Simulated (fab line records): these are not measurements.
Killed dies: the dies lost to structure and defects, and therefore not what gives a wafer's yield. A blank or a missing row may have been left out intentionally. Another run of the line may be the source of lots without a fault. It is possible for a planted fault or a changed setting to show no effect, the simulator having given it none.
Chamber matching	flow gf180mcu	cmp-01 running GF_V5_CMP_04: 4 sister chambers
The step polishes SiO2. 4 wafers are shown with their chamber, then 12 later ones without.

WAFERS, EACH WITH ITS CHAMBER
wafer	chamber	motor_current_A (A)
L086.2	2	11.9
L089.6	3	10.7
L090.5	1	13.1
L090.6	0	13.7

WAFERS WHOSE CHAMBER IS MISSING
wafer	motor_current_A (A)
L093.1	12.6
L093.2	13.7
L093.4	12.6
L094.1	12.2
L094.2	10.1
L094.4	14.2
L095.1	12.4
L095.3	10.9
L095.6	13.9
L097.4	13.1
L097.5	13.3
L097.6	13.1

THE CHAMBER EACH PASSED THROUGH
wafer	from the rows above	in truth
L093.1	can't be placed: 1 or 2 or 0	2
L093.2	can't be placed: 0 or 1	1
L093.4	can't be placed: 1 or 2 or 0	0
L094.1	can't be placed: 2 or 1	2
L094.2	3	3
L094.4	can't be placed: 0 or 1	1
L095.1	can't be placed: 2 or 1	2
L095.3	3	3
L095.6	can't be placed: 0 or 1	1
L097.4	can't be placed: 1 or 0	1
L097.5	can't be placed: 1 or 0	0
L097.6	can't be placed: 1 or 0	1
2 of 12 placed correctly. Unplaceable from these rows: 10, with the true chamber sitting among the candidates in 10. 0 placed wrongly.
How it was worked out, from the rows above alone: a wafer's distance from a chamber is the root of the sum, over the readings, of the square of ((its reading less the chamber's mean) divided by the reading's scatter). If the next closest chamber is less than 2 further off than the closest, the wafer can't be placed; otherwise it belongs to the closest. A chamber's mean is the mean of its shown wafers. The scatter: with one shown wafer a chamber, the root of the mean of the squares of how far each hidden wafer lies from its nearest shown one.
